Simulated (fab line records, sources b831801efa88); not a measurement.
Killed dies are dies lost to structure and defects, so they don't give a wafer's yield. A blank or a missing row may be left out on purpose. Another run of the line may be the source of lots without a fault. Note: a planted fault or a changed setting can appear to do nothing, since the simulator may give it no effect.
The tool behind it: which one? | flow gf180mcu | 21 wafers sampled from 7 lots at 1 step of a route of 602

WHAT EACH GAUGE READ, for each wafer
GF_V3_BOW_MEAS_05.
lot  | measured     | on            | V3_BOW (um)
L705 | day 21 16:01 | film metro-02 | 135 120 124
L708 | day 22 18:46 | film metro-01 | 120 115 116
L712 | day 24 07:25 | film metro-01 | 85 102 99
L717 | day 25 23:02 | film metro-01 | 123 131 116
L722 | day 27 13:49 | film metro-01 | 103 114 113
L724 | day 28 02:51 | film metro-03 | 115 113 127
L727 | day 28 22:58 | film metro-01 | 126 134 121

WHICH TOOL RAN EACH LOT (tool, then ch and the chambers of the sampled wafers, then the start)
No process step before these readings appears in the record.

THE ANSWER, worked out from the rows above alone
Rule: the usual values come from the lots themselves. Put in order of their means at a reading, lots are off if they are a third of the lots or fewer, leave a main group of 4 or more, and stand apart from it by a gap of 3 or more times the standard deviation of the main group's means; of several such gaps the widest counts. A main group is skipped when, at the precision printed for the reading in the tables above, its means are all equal. Also off: a lot with no number at a reading for which 4 or more lots have one. Where the step has rows for the other lots, those lots are counted as sound.
Across all readings shown, no lot is off: no conclusion can be drawn from this.

WHAT THE SIMULATOR PUT IN
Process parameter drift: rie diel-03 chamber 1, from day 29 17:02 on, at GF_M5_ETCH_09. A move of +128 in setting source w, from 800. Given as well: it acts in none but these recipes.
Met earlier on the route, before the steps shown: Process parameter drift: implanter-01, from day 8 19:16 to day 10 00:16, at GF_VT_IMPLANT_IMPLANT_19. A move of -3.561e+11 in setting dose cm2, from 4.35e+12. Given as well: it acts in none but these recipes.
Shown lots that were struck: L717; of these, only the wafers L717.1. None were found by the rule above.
